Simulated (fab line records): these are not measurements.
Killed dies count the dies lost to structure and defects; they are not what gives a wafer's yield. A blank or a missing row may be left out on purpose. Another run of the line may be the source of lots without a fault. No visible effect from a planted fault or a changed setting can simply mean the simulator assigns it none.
Comparing a struck lot with a sound one + flow sky130 + 16 steps out of a route of 708
Sound: wafers L655.4, L655.5, L655.6. Struck: wafers L662.1, L662.5, L662.6. The cause is named last.
Per side, at each step with rows, come the tool, then ch with its chambers, and then its first start. Under that, the readings that differ: sound wafers + struck wafers + difference of the means + sigmas: that difference in standard deviations of wafers without a fault.
alike: a reading whose means differ by less than 2 such deviations, as well as words and numbers matching on both sides. not compared: withheld readings; readings where some wafer has no value; bounds like >300 that might hide an equal value; numbers whose values overlap and for which the record gives no deviation.
Wherever a step has rows on one side only, a row that says differs or no value, or a row with sigmas, the two part there. Non-overlapping numbers with no deviation appear without sigmas and do not part them. A reading missing from all wafers of one side parts the sides only when that side holds two or more wafers.

first, 8 steps without rows for these wafers: SKY_METAL1_DEHYDRATE_07 (time 60 s); SKY_METAL1_HMDS_08 (prime time 60 s); SKY_METAL1_COAT_09 (resist thk 60 nm); SKY_METAL1_COAT_10 (resist thk 450 nm); SKY_METAL1_SOFTBAKE_11 (time 90 s); SKY_METAL1_EXPOSE_12 (exposes mask MM1, target cd 140 nm); SKY_METAL1_PEB_13; SKY_METAL1_DEVELOP_14 (develop time 60 s).
SKY_METAL1_CD_MEAS_15: the cd target is 140 nm.
  sound on cd-sem-01, day 36 03:05; struck on cd-sem-01, day 38 20:23
  alike: cd-nm
SKY_METAL1_OVL_MEAS_16:
  sound on overlay-02, day 36 03:10; struck on overlay-01, day 38 20:31
  alike: METAL1_OVL
SKY_METAL1_DESCUM_17: chemistry O2, time 8 s.
  sound on rie-metal-03 ch 0,1, day 36 03:11; struck on rie-metal-04 ch 0,1, day 38 20:32
  alike: drypump-motor-current-A, he-backside-leak-sccm, oes-product-au
  not compared: rf-hours-counter-h
SKY_METAL1_ETCH_18: etches BARC in N2/H2, stops on SiO2, time 45.9 s, target depth 60 nm.
  sound on rie-metal-03 ch 0,1, day 36 03:14; struck on rie-metal-04 ch 0,1, day 38 20:34
  alike: bias-w, drypump-motor-current-A, he-backside-leak-sccm, oes-product-au, run-length-s, throttle-valve-pct
  not compared: rf-hours-counter-h
SKY_METAL1_METAL_ETCH_19: etches the open film in Cl2/BCl3, stops on SiO2, target depth 360 nm, time 78 s.
  sound on rie-metal-03 ch 0,1, day 36 03:18; struck on rie-metal-04 ch 0,1, day 38 20:38
| reading                                       | sound             | struck            | difference                    | sigmas |
|-----------------------------------------------|-------------------|-------------------|-------------------------------|--------|
| bias-w (W)                                    | 48.39 48.76 48.51 | - - -             | no value on the struck wafers |        |
| oes-product-au (a.u.)                         | 0.853 0.843 0.855 | 0.991 0.996 0.991 | +0.142                        | +26    |
| run-length-s (s)                              | 106.8 105.6 107.4 | 94.8 95.5 95.1    | -11.5                         | -24    |
| model.KrF-thick_of_METAL1_COAT_10.thk-nm (nm) | 164.4 158.1 163.2 | 190 190.3 192.2   | +29                           |        |
  alike: drypump-motor-current-A, he-backside-leak-sccm, throttle-valve-pct
  not compared: rf-hours-counter-h
SKY_METAL1_STRIP_20: strips in O2/N2.
  sound on plasma-asher-04 ch 0,1, day 36 03:23; struck on plasma-asher-04 ch 0,1, day 38 20:44
| reading                      | sound             | struck            | difference | sigmas |
|------------------------------|-------------------|-------------------|------------|--------|
| oes-product-au (a.u.)        | 0.347 0.338 0.349 | 0.364 0.353 0.356 | +0.013     | +2     |
| strip-time-to-endpoint-s (s) | 2.77 2.68 2.74    | 3.05 3.04 3.08    | +0.33      | +6     |
  alike: drypump-motor-current-A
  not compared: rf-hours-counter-h
then, 1 step without rows for these wafers: SKY_METAL1_STRIP_21 (strips in post etch residue remover, time 1200 s).
-- the record jumps here: 12 days lie between the struck wafers' starts before and after (it left off in module METAL1 and takes up again in module PAD_OPEN, whose first step shown is number 708 of the route) --
SKY_PAD_OPEN_PROBE_99:
  sound on prober-02, day 48 11:01; struck on prober-02, day 50 09:25
  alike: defect-limited-yield, killed_at_M0_to_M3, killed_at_M4_up, killed-at-contacts, killed-at-front-end, killed-at-other, killed-dies, killed-on-rim, killed-open, killed-short, sort_bin_3_pad_short, sort_bin_5_function, sort_bin_6_memory, sort-n-pass, sort-yield-pct

WHERE THEY PART
Earliest at SKY_METAL1_METAL_ETCH_19; latest, in this record, at SKY_METAL1_STRIP_20. Later steps at which nothing parts them and some readings are alike: SKY_PAD_OPEN_PROBE_99.

WHY: what the simulator had put in
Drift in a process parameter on rie-metal-04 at SKY_METAL1_METAL_ETCH_19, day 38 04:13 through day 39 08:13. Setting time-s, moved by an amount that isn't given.
